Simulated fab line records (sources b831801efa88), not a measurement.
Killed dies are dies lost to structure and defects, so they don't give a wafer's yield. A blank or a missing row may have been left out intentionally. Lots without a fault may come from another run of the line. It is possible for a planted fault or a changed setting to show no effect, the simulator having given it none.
One fault through the eyes of 2 desks ; flow gf180mcu ; numbers are kept per desk, each desk with only its own; the story behind them comes last

## METROLOGY DESK
What the gauges read for every lot (on any tool): the sampled wafers with a number, averaged. If a lot's mean is further than 4 standard deviations from the usual mean, the lot is out of limits and carries the mark OUT (the distance appears in the brackets).
Columns: A = POLY_GATE_CVD_00_THK at GF_POLY_GATE_THK_MEAS_01, usual 201.4 nm; B = cdNm at GF_POLY_GATE_CD_MEAS_10, usual 280.0 nm; C = POLY_GATE_OVL at GF_POLY_GATE_OVL_MEAS_11, usual -2 nm
lot;first seen here;A;B;C
L978;day 8 17:14;204.2;280.6;-1
L981;day 9 16:24;204.1;278.3;-8
L986;day 11 00:31;198.7;280.6;-1
L987;day 11 07:48;202.6;279.0;-4
L988;day 11 17:31;203.7;277.1;1
L999;day 14 23:01;199.4;279.0;2
This desk found nothing out of limits on any of the 6 lots.

## THE TOOL OWNER'S DESK: rieSi-01
The tool's own readings at GF_POLY_GATE_ETCH_13 (etches poly-Si in HBr/Cl2, stops on SiO2, target depth 198.5 nm, time 69.6 s): means of the sampled wafers that have a number, for each lot that ran on this tool. If a lot's mean is further than 4 standard deviations from the usual mean, the lot is out of limits and carries the mark OUT (the distance appears in the brackets).
Columns: A = drypumpMotorCurrentA at GF_POLY_GATE_ETCH_13, usual 5.7 A; B = oesProductAu at GF_POLY_GATE_ETCH_13, usual 0.994 a.u.; C = throttleValvePct at GF_POLY_GATE_ETCH_13, usual 33.683 %
lot;first seen here;A;B;C
L981;day 10 10:14;5.6;1.002;33.691
L986;day 11 19:22;5.5;0.937 (-9.0) OUT;33.683
L987;day 12 02:16;5.6;0.944 (-7.9) OUT;33.683
L999;day 15 20:21;5.2;0.991;33.677
Finding of this desk: L986, L987 out of limits; the first was L986 at day 11 19:22, on oesProductAu at GF_POLY_GATE_ETCH_13. In limits: L981, L999.

## TAKEN TOGETHER
At day 11 19:22, on L986, L987, the tool owner's desk was in a position to raise an alarm.
At the metrology desk, nothing out of limits was observed.
The metrology desk holds a record of L986, L987, inside its limits.
Every lot named ran GF_POLY_GATE_ETCH_13 on rieSi-01.

## WHAT HAD BEEN PUT IN BY THE SIMULATOR
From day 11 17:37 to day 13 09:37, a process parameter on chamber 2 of rieSi-01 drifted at GF_POLY_GATE_ETCH_13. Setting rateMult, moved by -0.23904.
Struck lots among those shown: L986, L987.
How many hours passed from the start of the fault until each desk's first out-of-limits reading: the tool owner's desk, 2.
